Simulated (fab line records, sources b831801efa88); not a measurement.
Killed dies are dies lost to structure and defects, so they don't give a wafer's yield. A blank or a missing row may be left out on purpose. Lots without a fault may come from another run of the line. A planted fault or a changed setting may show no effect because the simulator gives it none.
A struck lot beside a sound one | flow sky130 | 19 steps out of a route of 708
Sound: wafers L731.1, L731.3, L731.5. Struck: wafers L738.1, L738.2, L738.4. The cause comes at the end.
At each step with rows: each side's tool, then ch and its chambers, then its first start. Under that, the readings that differ: sound wafers | struck wafers | difference of the means | sigmas: that difference in standard deviations of wafers without a fault.
alike: readings whose means differ by less than 2 such deviations, and words and numbers that are the same on both sides. not compared: withheld readings, readings that some wafer has no value for, bounds like >300 that may hide the same value, and numbers for which the record gives no deviation and whose values overlap.
The two part at a step that has a row with sigmas, a row that says differs or no value, or rows on one side only. Numbers that don't overlap but have no deviation are shown without sigmas and don't part them. A reading that every wafer of one side lacks parts them only if that side has two wafers or more.

first, 4 steps without rows for these wafers: SKY_VT_ADJUST_PCH_SOFTBAKE_03; SKY_VT_ADJUST_PCH_EXPOSE_04 (exposes mask NWM, target cd 840 nm); SKY_VT_ADJUST_PCH_PEB_05; SKY_VT_ADJUST_PCH_DEVELOP_06 (develop time 60 s).
SKY_VT_ADJUST_PCH_OVL_MEAS_07:
  sound on overlay-02, day 10 08:32; struck on overlay-02, day 12 23:34
  alike: VT_ADJUST_PCH_OVL
then, 1 step without rows for these wafers: SKY_VT_ADJUST_PCH_IMPLANT_08.
SKY_VT_ADJUST_PCH_STRIP_09: strips in O2/N2.
  sound on plasma_asher-02 ch 0,1, day 10 08:43; struck on plasma_asher-03 ch 0,1, day 12 23:46
  alike: drypump_motor_current_A, oes_product_au, strip_time_to_endpoint_s
  not compared: rf_hours_counter_h
SKY_VT_ADJUST_PCH_TW_MEAS_10:
  sound on film_metro-02, day 10 08:49; struck on film_metro-01, day 12 23:52
  reading          | sound             | struck            | difference | sigmas
  VT_ADJUST_PCH_TW | 144.4 144.0 143.9 | 141.3 141.0 141.6 | -2.8       | -2
then, 4 steps without rows for these wafers: SKY_SONOS_TUNNEL_DEHYDRATE_00 (time 60 s); SKY_SONOS_TUNNEL_HMDS_01 (prime time 60 s); SKY_SONOS_TUNNEL_COAT_02 (resist thk 1140 nm); SKY_SONOS_TUNNEL_SOFTBAKE_03 (time 60 s).
SKY_SONOS_TUNNEL_EXPOSE_04: exposes mask TUNM, target cd 410 nm.
  sound on iline_stepper-02 ch 0, day 10 20:41; struck on iline_stepper-02 ch 0, day 13 12:23
  reading                              | sound             | struck               | difference | sigmas
  model.SONOS_TUNNEL.overlay_x_nm (nm) | 1.228 1.228 1.228 | -85.25 -85.25 -85.25 | -86.48     |
  alike: mask, exposure_dose_mJ_cm2, focus_offset_nm, stage_vel_mm_s
then, 2 steps without rows for these wafers: SKY_SONOS_TUNNEL_PEB_05; SKY_SONOS_TUNNEL_DEVELOP_06 (develop time 60 s).
SKY_SONOS_TUNNEL_CD_MEAS_07: target cd 410 nm.
  sound on cd_sem-02, day 11 07:31; struck on cd_sem-01, day 14 01:28
  alike: cd_nm
SKY_SONOS_TUNNEL_OVL_MEAS_08:
  sound on overlay-02, day 11 07:38; struck on overlay-01, day 14 01:35
  reading               | sound       | struck            | difference | sigmas
  SONOS_TUNNEL_OVL (nm) | 1.9 3.0 1.6 | -84.7 -85.5 -85.7 | -87.5      | -51
then, 1 step without rows for these wafers: SKY_SONOS_TUNNEL_IMPLANT_09.
-- the record jumps here: 34 days lie between the struck wafers' starts before and after (it left off in module SONOS_TUNNEL and takes up again in module PAD_OPEN, whose first step shown is number 708 of the route) --
SKY_PAD_OPEN_PROBE_99:
  sound on prober-02, day 45 18:26; struck on prober-01, day 47 20:15
  reading                                     | sound                 | struck                  | difference | sigmas
  model.etest.sonos_programmed.off_log10_a_um | -13.93 -14.07 -13.93  | -13.74 -13.89 -13.77    | +0.18      |
  model.etest.sonos_uncharged.vt_v (V)        | -0.42 -0.4202 -0.4472 | -0.4946 -0.4702 -0.5083 | -0.0619    |
  alike: killed_at_M0_to_M3, killed_at_M4_up, killed_at_contacts, killed_at_front_end, killed_at_other, killed_dies, killed_open, killed_short
  not compared: model.etest.sonos_uncharged.r_on_ohm_um

WHERE THEY PART
First at SKY_VT_ADJUST_PCH_TW_MEAS_10; last, within this record, at SKY_SONOS_TUNNEL_OVL_MEAS_08. Later steps at which nothing parts them and some readings are alike: SKY_PAD_OPEN_PROBE_99.

WHY: what the simulator had put in
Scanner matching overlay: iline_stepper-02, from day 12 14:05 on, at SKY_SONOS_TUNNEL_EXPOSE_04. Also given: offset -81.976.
